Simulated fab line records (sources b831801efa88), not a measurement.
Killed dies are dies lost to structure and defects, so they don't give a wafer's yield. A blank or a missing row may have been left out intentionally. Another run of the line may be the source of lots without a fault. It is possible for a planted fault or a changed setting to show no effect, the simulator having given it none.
One fault through the eyes of 2 desks    flow sky130    numbers are kept per desk, each desk with only its own; the story behind them comes last

## AT THE TOOL OWNER'S DESK: plasma-asher-03
The tool's own readings at SKY_POLY_CUT_STRIP_12 (strips in O2/N2): means of the sampled wafers that have a number, for each lot that ran on this tool. If a lot's mean is further than 4 standard deviations from the usual mean, the lot is out of limits and carries the mark OUT (the distance appears in the brackets).
Columns: A = chamber-pressure-mTorr at SKY_POLY_CUT_STRIP_12, usual 1500.1 mTorr; B = drypump-motor-current-A at SKY_POLY_CUT_STRIP_12, usual 5.6 A; C = oes-product-au at SKY_POLY_CUT_STRIP_12, usual 0.452 a.u.; D = strip-time-to-endpoint-s at SKY_POLY_CUT_STRIP_12, usual 5.362 s
lot   first seen here  A       B    C      D
L777  day 24 20:35     1499.3  5.8  0.455  5.363
L778  day 25 06:56     1501.3  5.4  0.452  5.362
L789  day 29 08:02     1499.8  5.4  0.449  5.352
L790  day 29 18:31     1500.5  5.3  0.452  5.384
L791  day 29 21:31     1500.7  5.8  0.453  5.373
L793  day 30 10:26     1498.8  5.8  0.452  5.357
L797  day 31 15:49     1499.0  5.8  0.453  5.363
This desk found nothing out of limits on any of the 7 lots.

## FROM THE METROLOGY DESK
Lot by lot, what the gauges showed, no matter which tool ran the lot: averages of those sampled wafers that carry a number. If a lot's mean is further than 4 standard deviations from the usual mean, the lot is out of limits and carries the mark OUT (the distance appears in the brackets).
Columns: A = LDD_P_OVL at SKY_LDD_P_OVL_MEAS_08, usual 0.1 nm
lot   first seen here  A
L776  day 19 09:16     -0.1
L777  day 19 16:18     0.4
L778  day 20 02:40     -0.6
L785  day 22 22:59     -0.4
L787  day 23 11:25     1.4
L788  day 23 19:57     -1.7
L789  day 24 10:41     0.6
L790  day 24 22:19     1.5
L791  day 24 23:34     -0.4
L793  day 25 10:31     1.0
L797  day 26 20:19     0.4
L798  day 27 01:16     -1.4
This desk found nothing out of limits on any of the 12 lots.

## ALL TOGETHER
The desk of the tool owner found nothing out of limits.
From the metrology desk's view, nothing was out of limits.

## WHAT THE SIMULATOR PUT IN
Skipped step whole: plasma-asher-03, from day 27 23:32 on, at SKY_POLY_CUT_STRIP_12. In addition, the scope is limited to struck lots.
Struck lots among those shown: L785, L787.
